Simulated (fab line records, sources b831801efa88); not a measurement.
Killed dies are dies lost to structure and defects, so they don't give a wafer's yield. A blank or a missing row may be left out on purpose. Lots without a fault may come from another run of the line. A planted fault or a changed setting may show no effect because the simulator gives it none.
A struck lot beside a sound one | flow sky130 | 23 steps out of a route of 708
Sound: wafers L266.3, L266.4, L266.5. Struck: wafers L255.1, L255.2, L255.6. The cause comes at the end.
At each step with rows: each side's tool, then ch and its chambers, then its first start. Under that, the readings that differ: sound wafers | struck wafers | difference of the means | sigmas: that difference in standard deviations of wafers without a fault.
alike: readings whose means differ by less than 2 such deviations, and words and numbers that are the same on both sides. not compared: withheld readings, readings that some wafer has no value for, bounds like >300 that may hide the same value, and numbers for which the record gives no deviation and whose values overlap.
The two part at a step that has a row with sigmas, a row that says differs or no value, or rows on one side only. Numbers that don't overlap but have no deviation are shown without sigmas and don't part them. A reading that every wafer of one side lacks parts them only if that side has two wafers or more.

SKY_PASSIVATION_CVD_00: deposits SiO2, target thk 90 nm.
  sound on pecvd-04 ch 1,2, day 49 06:05; struck on pecvd-02 ch 0,1, day 46 02:56
  alike: heater_power_w
SKY_PASSIVATION_THK_MEAS_01:
  sound on film_metro-03, day 49 06:07; struck on film_metro-02, day 46 02:57
  alike: PASSIVATION_CVD_00_THK
SKY_PASSIVATION_CVD_02: deposits Si3N4, target thk 540 nm.
  sound on pecvd-02 ch 0,2, day 49 06:10; struck on pecvd-04 ch 0,1,2, day 46 03:01
  alike: heater_power_w
SKY_PASSIVATION_THK_MEAS_03:
  sound on film_metro-03, day 49 06:25; struck on film_metro-02, day 46 03:14
  alike: PASSIVATION_CVD_02_THK
then, 7 steps without rows for these wafers: SKY_PASSIVATION_DEHYDRATE_04 (time 60 s); SKY_PASSIVATION_HMDS_05 (prime time 60 s); SKY_PASSIVATION_COAT_06 (resist thk 3000 nm); SKY_PASSIVATION_SOFTBAKE_07; SKY_PASSIVATION_EXPOSE_08 (exposes mask NSM, target cd 3000 nm); SKY_PASSIVATION_PEB_09; SKY_PASSIVATION_DEVELOP_10 (develop time 60 s).
SKY_PASSIVATION_ETCH_11: etches the open film in CF4/O2, stops on AlCu, target depth 725 nm, time 161.1 s.
  sound on rie_diel-04 ch 1,3, day 49 23:35; struck on rie_diel-03 ch 1,2, day 46 23:01
  alike: drypump_motor_current_A, oes_product_au, throttle_valve_pct
  not compared: rf_hours_counter_h
SKY_PASSIVATION_STRIP_12: strips in O2/N2.
  sound on plasma_asher-01 ch 0,1, day 49 23:44; struck on plasma_asher-04 ch 0,1, day 46 23:08
  no value came back on the struck wafers for chamber_pressure_mTorr (mTorr), drypump_motor_current_A (A), oes_product_au (a.u.), strip_time_to_endpoint_s (s); on the sound wafers chamber_pressure_mTorr (mTorr) reads 1499.9 1499.7 1498.4
  reading                                       | sound | struck         | difference | sigmas
  model.coat_of_PASSIVATION_COAT_06.thk_nm (nm) | 0 0 0 | 2506 2500 2499 | +2502      |
  not compared: rf_hours_counter_h
then, 7 steps without rows for these wafers: SKY_PAD_OPEN_DEHYDRATE_00 (time 60 s); SKY_PAD_OPEN_HMDS_01 (prime time 60 s); SKY_PAD_OPEN_COAT_02 (resist thk 3000 nm); SKY_PAD_OPEN_SOFTBAKE_03; SKY_PAD_OPEN_EXPOSE_04 (exposes mask PDM, target cd 60000 nm); SKY_PAD_OPEN_PEB_05; SKY_PAD_OPEN_DEVELOP_06 (develop time 60 s).
SKY_PAD_OPEN_ETCH_07: etches the open film in CF4/O2, stops on AlCu, target depth 725 nm, time 161.1 s.
  sound on rie_diel-03 ch 0,1,3, day 50 16:32; struck on rie_diel-01 ch 0,1,2, day 47 18:35
  alike: drypump_motor_current_A, oes_product_au, throttle_valve_pct
  not compared: rf_hours_counter_h
SKY_PAD_OPEN_STRIP_08: strips in O2/N2.
  sound on plasma_asher-01 ch 0,1, day 50 16:41; struck on plasma_asher-04 ch 0,1, day 47 18:41
  reading                      | sound             | struck            | difference | sigmas
  oes_product_au (a.u.)        | 0.665 0.678 0.659 | 0.687 0.688 0.694 | +0.022     | +5
  strip_time_to_endpoint_s (s) | 37.19 37.13 37.03 | 74.10 73.89 73.92 | +36.85     | +99 or more
  alike: chamber_pressure_mTorr, drypump_motor_current_A
  not compared: rf_hours_counter_h
then, 1 step without rows for these wafers: SKY_PAD_OPEN_STRIP_09 (strips in post etch residue remover, time 1200 s).

WHERE THEY PART
First at SKY_PASSIVATION_STRIP_12; last, within this record, at SKY_PAD_OPEN_STRIP_08.

WHY: what the simulator had put in
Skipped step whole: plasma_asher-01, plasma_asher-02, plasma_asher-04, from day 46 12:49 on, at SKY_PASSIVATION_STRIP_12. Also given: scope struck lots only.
